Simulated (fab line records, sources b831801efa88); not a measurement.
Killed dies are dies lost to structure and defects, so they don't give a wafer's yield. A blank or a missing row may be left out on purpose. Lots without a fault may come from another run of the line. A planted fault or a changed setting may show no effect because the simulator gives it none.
A struck lot beside a sound one | flow sfq_line | 14 steps out of a route of 325
Sound: wafers L869.1, L869.3, L869.4. Struck: wafers L873.1, L873.3. (L873.2 of the same lot was not struck and is left out.) The cause comes at the end.
At each step with rows: each side's tool, then ch and its chambers, then its first start. Under that, the readings that differ: sound wafers | struck wafers | difference of the means | sigmas: that difference in standard deviations of wafers without a fault.
alike: readings whose means differ by less than 2 such deviations, and words and numbers that are the same on both sides. not compared: withheld readings, readings that some wafer has no value for, bounds like >300 that may hide the same value, and numbers for which the record gives no deviation and whose values overlap.
The two part at a step that has a row with sigmas, a row that says differs or no value, or rows on one side only. Numbers that don't overlap but have no deviation are shown without sigmas and don't part them. A reading that every wafer of one side lacks parts them only if that side has two wafers or more.

SFQ_TRILAYER_I7_VIA_BARC_OPEN_VIA_ETCH_260: etches BARC in O2, target depth 125 nm, time 41.7 s.
  sound on rie_diel-03 ch 0,2,3, day 77 00:58; struck on rie_diel-02 ch 1,3, day 81 11:08
  alike: drypump_motor_current_A, oes_product_au
  not compared: rf_hours_counter_h
SFQ_TRILAYER_I7_VIA_ETCH_VIA_ETCH_190: etches SiO2 in CHF3, stops on Nb, target depth 260 nm.
  sound on rie_diel-03 ch 0,2,3, day 77 01:01; struck on rie_diel-02 ch 1,3, day 81 11:10
  alike: drypump_motor_current_A, oes_product_au
SFQ_TRILAYER_I7_VIA_STRIP_STRIP_191: strips in O2.
  sound on rie_metal-02 ch 0,1, day 77 01:08; struck on rie_metal-02 ch 0,1, day 81 11:17
  alike: drypump_motor_current_A, oes_product_au
  not compared: rf_hours_counter_h
then, 8 steps without rows for these wafers: SFQ_TRILAYER_I7_VIA_STRIP_SOLV_CLEAN_192 (cleans in NMP, time 600 s); SFQ_TRILAYER_M8_LITHO_LOR_COAT_197; SFQ_TRILAYER_M8_LITHO_LOR_BAKE_198; SFQ_TRILAYER_M8_LITHO_COAT_193 (resist thk 600 nm); SFQ_TRILAYER_M8_LITHO_SOFTBAKE_199; SFQ_TRILAYER_M8_LITHO_EXPOSE_194 (exposes mask M8, target cd 2000 nm); SFQ_TRILAYER_M8_LITHO_PEB_196 (peb time 60 s); SFQ_TRILAYER_M8_LITHO_DEVELOP_195 (img clear 15 s, time 55 s).
SFQ_M8_OVL_MEAS_948:
  sound on overlay-01, day 79 23:54; struck on overlay-01, day 81 17:25
  alike: M8_OVL
SFQ_TRILAYER_M8_DEP_EVAP_197: material Ti, target thk 20 nm, time 100 s.
  sound on pvd_sputter-02, day 79 23:56; struck on pvd_sputter-02, day 81 17:27
  reading                                          | sound             | struck      | difference | sigmas
  model.Ti_of_TRILAYER_M8_DEP_EVAP_197.thk_nm (nm) | 19.74 19.78 20.11 | 19.29 19.08 | -0.69      |
then, 1 step without rows for these wafers: SFQ_TRILAYER_M8_DEP_EVAP_198 (material Pt, target thk 50 nm, time 250 s).

WHERE THEY PART
Nowhere in this record.

WHY: what the simulator had put in
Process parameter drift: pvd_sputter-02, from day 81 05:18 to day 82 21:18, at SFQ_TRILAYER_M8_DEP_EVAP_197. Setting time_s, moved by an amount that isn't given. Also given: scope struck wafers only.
